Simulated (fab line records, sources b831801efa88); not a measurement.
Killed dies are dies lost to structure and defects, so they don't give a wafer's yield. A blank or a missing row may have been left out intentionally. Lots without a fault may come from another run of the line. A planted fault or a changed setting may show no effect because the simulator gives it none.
Matching of chambers | flow gf180mcu | GF_CONTACT_ETCH_16 on rie-diel-04 has 4 sister chambers
The step etches BARC in N2/H2. 8 wafers are shown with their chamber, then 8 later ones without.

## EACH WAFER AND ITS CHAMBER
wafer  | chamber | h2-flow-sccm (sccm) | n2-flow-sccm (sccm)
L196.5 | 3       | 199.8               | 99.8
L196.6 | 0       | 200.3               | 99.6
L203.5 | 2       | 199.6               | 100.8
L203.6 | 3       | 199.7               | 99.9
L206.2 | 2       | 200.4               | 99.5
L206.5 | 0       | 199.8               | 100.1
L206.6 | 1       | 200.1               | 100.0
L209.1 | 1       | 200.6               | 100.3

## WAFERS MISSING THEIR CHAMBER
wafer  | h2-flow-sccm (sccm) | n2-flow-sccm (sccm)
L209.2 | 200.2               | 99.6
L209.6 | 200.0               | 100.1
L210.3 | 199.6               | 100.3
L210.4 | 199.5               | 100.2
L210.5 | 199.7               | 99.8
L211.2 | 199.2               | 100.1
L211.4 | 199.4               | 99.4
L211.6 | 201.0               | 99.7

## EACH ONE'S CHAMBER
wafer  | from the rows above               | in truth
L209.2 | can't be placed: 0 or 1 or 2 or 3 | 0
L209.6 | can't be placed: 2 or 0 or 3 or 1 | 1
L210.3 | can't be placed: 3 or 2 or 0 or 1 | 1
L210.4 | can't be placed: 3 or 2 or 0 or 1 | 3
L210.5 | can't be placed: 3 or 0 or 2 or 1 | 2
L211.2 | can't be placed: 3 or 2 or 0 or 1 | 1
L211.4 | can't be placed: 3 or 0 or 2 or 1 | 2
L211.6 | can't be placed: 1 or 0 or 2 or 3 | 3
Correctly placed: 0 of 8. Cannot be placed on the basis of these rows: 8; the candidates contain the true chamber in 8. Wrongly placed: 0.
How it was worked out, from the rows above alone: a wafer's distance from a chamber is the root of the sum, over the readings, of the square of ((its reading less the chamber's mean) divided by the reading's scatter). If the next closest chamber is less than 2 further off than the closest, the wafer can't be placed; otherwise it belongs to the closest. Each chamber's mean is taken over the wafers shown for it. How the scatter is found: for the shown wafers, subtract from each reading the mean of its chamber, square and add these, divide the total by (wafers less chambers), then take the root.
